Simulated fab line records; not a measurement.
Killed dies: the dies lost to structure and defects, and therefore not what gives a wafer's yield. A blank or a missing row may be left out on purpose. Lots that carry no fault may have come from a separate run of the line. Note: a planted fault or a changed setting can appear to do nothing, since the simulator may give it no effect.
Problem report, 8D (eight disciplines) form, completed by code | flow sky130 | the parts of the form that need people (team, actions taken, sign-off) are left out

## 1. THE ISSUE
LI_CONTACT_HDPCVD_THK at SKY_LI_CONTACT_THK_MEAS_01 reads a mean of 523 nm on 5 wafers of 3 lots; wafers without a fault read 930 nm with a standard deviation of 12. That is -34 standard deviations from the usual mean.
Seen first at day 31 16:46 on film metro-03, wafer L994.3. The record holds 42 wafers of 15 lots with a number at this step. The rule behind "out" and "out of limits": a value lying over 4 standard deviations away from the usual mean. The rest of the wafers with a number are treated as sound.

## 2. WHAT IT IS AND WHAT IT IS NOT
question                    | is                                     | is not
which readings at this step | LI_CONTACT_HDPCVD_THK                  | -
which lots                  | L994, L995, L997                       | L104, L105, L106, L984, L985, L986, L987, L988, L989, L990, L991, L992
which wafers of those lots  | L994.3, L995.3, L995.6, L997.3, L997.6 | L994.1
read on which gauges        | film metro-01, film metro-03           | film metro-02
when                        | from day 31 16:46                      | up to then (28 sound wafers); but 9 sound wafers of L104, L105, L106 came after

## 3. THE SUSPECTS, EACH WITH WHAT RULES IT OUT
Counting: a tool at a process step up to the reading stays a suspect if it ran every lot that is out. Sound lots after the first of them don't rule it out here, since some wafers of a struck lot are sound.
- the gauge at SKY_LI_CONTACT_THK_MEAS_01 is ruled out. Those wafers that are out were read across 2 gauges (film metro-01, film metro-03).
- hdpcvd-01 at SKY_LI_CONTACT_HDPCVD_00 (deposits PSG, target thk 930 nm, time 155 s): kept. It processed each lot that is out (first: L994, day 31 16:40); up to then, its last sound lot is L992 (day 30 20:32).
After counting, what remains is hdpcvd-01 at SKY_LI_CONTACT_HDPCVD_00.

## 4. THE CAUSE (what the simulator had put in)
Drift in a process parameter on hdpcvd-01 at SKY_LI_CONTACT_HDPCVD_00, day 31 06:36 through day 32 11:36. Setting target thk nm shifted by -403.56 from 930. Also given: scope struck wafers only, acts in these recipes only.
Counting left only this tool.

## 5. THE CHAIN OF EFFECTS, in route order
Each row: a reading whose mean over the struck wafers that have a number lies more than 3 standard deviations from the usual. Scope: only readings with a usual standard deviation given in the record; hours: median across lots of the time from each lot's start at the first step in this table that gives one to its start at this step; sigmas: change in usual standard deviations.
hours | step                       | reading               | usual      | on struck wafers | change | sigmas
0     | SKY_LI_CONTACT_THK_MEAS_01 | LI_CONTACT_HDPCVD_THK | 930 nm     | 523              | -407   | -34
0     | SKY_LI_CONTACT_CMP_02      | time to endpoint s    | 34 s       | 19               | -15    | -4.7
28    | SKY_LI_CONTACT_ETCH_15     | oes product au        | 0.838 a.u. | 0.781            | -0.057 | -12
It contains these process steps:
- SKY_LI_CONTACT_CMP_02: polishes PSG.
- SKY_LI_CONTACT_ETCH_15: etches PSG in C4F8/O2/Ar, stops on Si, target depth 600 nm.

## 6. WHAT WOULD HAVE CAUGHT IT SOONER
10 hours passed between the start of the fault at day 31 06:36 and the first reading out of limits at a measuring or inspecting step in this record, taken at day 31 16:46.
Lots out: 3; of these, L995, L997 started SKY_LI_CONTACT_HDPCVD_00 on hdpcvd-01 after day 31 16:46. A hold on the tool at that time would have spared those 2.
